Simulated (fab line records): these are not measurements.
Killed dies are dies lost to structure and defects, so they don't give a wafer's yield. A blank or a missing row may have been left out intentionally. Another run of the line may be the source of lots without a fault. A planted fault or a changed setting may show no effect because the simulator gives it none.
Chamber matching :: flow sky130 :: SKY_VIA4_CMP_21 on cmp-02 has 4 sister chambers
The step polishes, stops on SiO2, t overpolish 25 s, target thk 0 nm. 14 wafers are shown with their chamber, then 7 later ones without.

== WAFERS WITH THEIR CHAMBER ==
wafer: L364.3
chamber: 1
motor-current-A (A): 11.2
time-to-endpoint-s (s): 121
overpolish-run-s (s): 25.004

wafer: L364.4
chamber: 3
motor-current-A (A): 11.3
time-to-endpoint-s (s): 121
overpolish-run-s (s): 24.992

wafer: L364.5
chamber: 3
motor-current-A (A): 11.4
time-to-endpoint-s (s): 122
overpolish-run-s (s): 24.997

wafer: L366.1
chamber: 3
motor-current-A (A): 10.9
time-to-endpoint-s (s): 119
overpolish-run-s (s): 25.008

wafer: L366.3
chamber: 2
motor-current-A (A): 12.2
time-to-endpoint-s (s): 120
overpolish-run-s (s): 25.001

wafer: L366.6
chamber: 2
motor-current-A (A): 12.1
time-to-endpoint-s (s): 125
overpolish-run-s (s): 24.993

wafer: L367.1
chamber: 2
motor-current-A (A): 12.6
time-to-endpoint-s (s): 127
overpolish-run-s (s): 25.009

wafer: L367.3
chamber: 3
motor-current-A (A): 10.7
time-to-endpoint-s (s): 122
overpolish-run-s (s): 25.009

wafer: L367.5
chamber: 1
motor-current-A (A): 11.0
time-to-endpoint-s (s): 123
overpolish-run-s (s): 25.013

wafer: L369.1
chamber: 1
motor-current-A (A): 10.4
time-to-endpoint-s (s): 122
overpolish-run-s (s): 24.998

wafer: L369.5
chamber: 0
motor-current-A (A): 12.0
time-to-endpoint-s (s): 129
overpolish-run-s (s): 25.006

wafer: L369.6
chamber: 1
motor-current-A (A): 10.6
time-to-endpoint-s (s): 124
overpolish-run-s (s): 25.002

wafer: L381.2
chamber: 3
motor-current-A (A): 10.7
time-to-endpoint-s (s): 127
overpolish-run-s (s): 25.000

wafer: L381.3
chamber: 1
motor-current-A (A): 11.2
time-to-endpoint-s (s): 128
overpolish-run-s (s): 25.010

SIGNATURES (means of the wafers above)
reading: motor-current-A
chamber 0: 12.000
chamber 1: 10.880
chamber 2: 12.300
chamber 3: 11.000
scatter within a chamber: 0.333

reading: time-to-endpoint-s
chamber 0: 129.00
chamber 1: 123.60
chamber 2: 124.00
chamber 3: 122.20
scatter within a chamber: 3

reading: overpolish-run-s
chamber 0: 25.00600
chamber 1: 25.00540
chamber 2: 25.00100
chamber 3: 25.00120
scatter within a chamber: 0.00697
Rule: for each reading, subtract the chamber's mean from the wafer's reading, divide by that reading's scatter and square the result; add these up over the readings and take the root, which gives the wafer's distance from the chamber. The wafer belongs to the nearest chamber; if the next one is less than 2 further off, it can't be placed. The scatter: the root of (the sum of the squares of (reading less its chamber's mean) over the shown wafers, divided by (wafers less chambers)).

== WAFERS WITH NO CHAMBER GIVEN ==
wafer: L381.5
motor-current-A (A): 12.7
time-to-endpoint-s (s): 128
overpolish-run-s (s): 25.005

wafer: L383.1
motor-current-A (A): 10.8
time-to-endpoint-s (s): 122
overpolish-run-s (s): 24.994

wafer: L383.4
motor-current-A (A): 11.9
time-to-endpoint-s (s): 122
overpolish-run-s (s): 24.995

wafer: L383.5
motor-current-A (A): 12.5
time-to-endpoint-s (s): 123
overpolish-run-s (s): 24.995

wafer: L386.3
motor-current-A (A): 12.3
time-to-endpoint-s (s): 124
overpolish-run-s (s): 24.991

wafer: L386.4
motor-current-A (A): 10.7
time-to-endpoint-s (s): 122
overpolish-run-s (s): 25.006

wafer: L386.6
motor-current-A (A): 11.3
time-to-endpoint-s (s): 130
overpolish-run-s (s): 24.996

== CHAMBER TAKEN BY EACH ==
wafer: L381.5
from the rows above: can't be placed: 2 or 0
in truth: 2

wafer: L383.1
from the rows above: can't be placed: 3 or 1
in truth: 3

wafer: L383.4
from the rows above: can't be placed: 2 or 0 or 3 or 1
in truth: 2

wafer: L383.5
from the rows above: can't be placed: 2 or 0
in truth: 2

wafer: L386.3
from the rows above: can't be placed: 2 or 0
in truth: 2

wafer: L386.4
from the rows above: can't be placed: 1 or 3
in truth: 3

wafer: L386.6
from the rows above: can't be placed: 0 or 1 or 3 or 2
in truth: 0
0 of 7 placed correctly. These rows do not allow placing 7 (true chamber among the candidates in 7). Wrongly placed: 0.
